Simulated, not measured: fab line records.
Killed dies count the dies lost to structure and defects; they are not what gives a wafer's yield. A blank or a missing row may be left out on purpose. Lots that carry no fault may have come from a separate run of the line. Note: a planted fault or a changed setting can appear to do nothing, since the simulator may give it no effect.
One fault seen from 2 desks -- flow sky130 -- only its own numbers are on each desk; what lay behind them is given at the end

== AT THE METROLOGY DESK ==
What the gauges read for every lot (on any tool): the sampled wafers with a number, averaged. The brackets show how far a lot's mean lies from the usual mean; more than 4 standard deviations puts the lot out of limits, marked OUT.
Columns: A = SD_N_TW at SKY_SD_N_TW_MEAS_12, usual 3998; B = LI_CONTACT_BOW at SKY_LI_CONTACT_BOW_MEAS_03, usual 55 um
lot,first seen here,A,B
L417,day 28 03:08,3975,61
L419,day 28 17:50,3978,59
L420,day 29 05:34,3967,61
L422,day 29 17:36,3958,56
L423,day 30 01:50,4001,49
L424,day 30 10:26,4000,52
L426,day 31 04:50,4001,48
L427,day 31 10:17,3998,58
L432,day 33 02:28,4030,56
L433,day 33 08:14,4012,47
L437,day 34 14:11,4009,55
L440,day 35 18:00,3970,62
Finding of this desk: none of the 12 lots has anything out of limits.

== THE TOOL OWNER'S DESK: rieDiel-02 ==
The tool's own readings at SKY_LI_CONTACT_ETCH_15 (etches PSG in C4F8/O2/Ar, stops on Si, target depth 600 nm): means of the sampled wafers that have a number, for each lot that ran on this tool. The brackets show how far a lot's mean lies from the usual mean; more than 4 standard deviations puts the lot out of limits, marked OUT.
Columns: A = oesProductAu at SKY_LI_CONTACT_ETCH_15, usual 0.825 a.u.
lot,first seen here,A
L422,day 30 22:38,0.828
L424,day 31 15:40,0.830
L427,day 32 15:13,0.826
L433,day 34 12:25,0.827
Finding of this desk: none of the 4 lots has anything out of limits.

== BROUGHT TOGETHER ==
Metrology desk: nothing out of limits seen.
The tool owner's desk saw nothing out of limits.

== WHAT WAS PUT IN BY THE SIMULATOR ==
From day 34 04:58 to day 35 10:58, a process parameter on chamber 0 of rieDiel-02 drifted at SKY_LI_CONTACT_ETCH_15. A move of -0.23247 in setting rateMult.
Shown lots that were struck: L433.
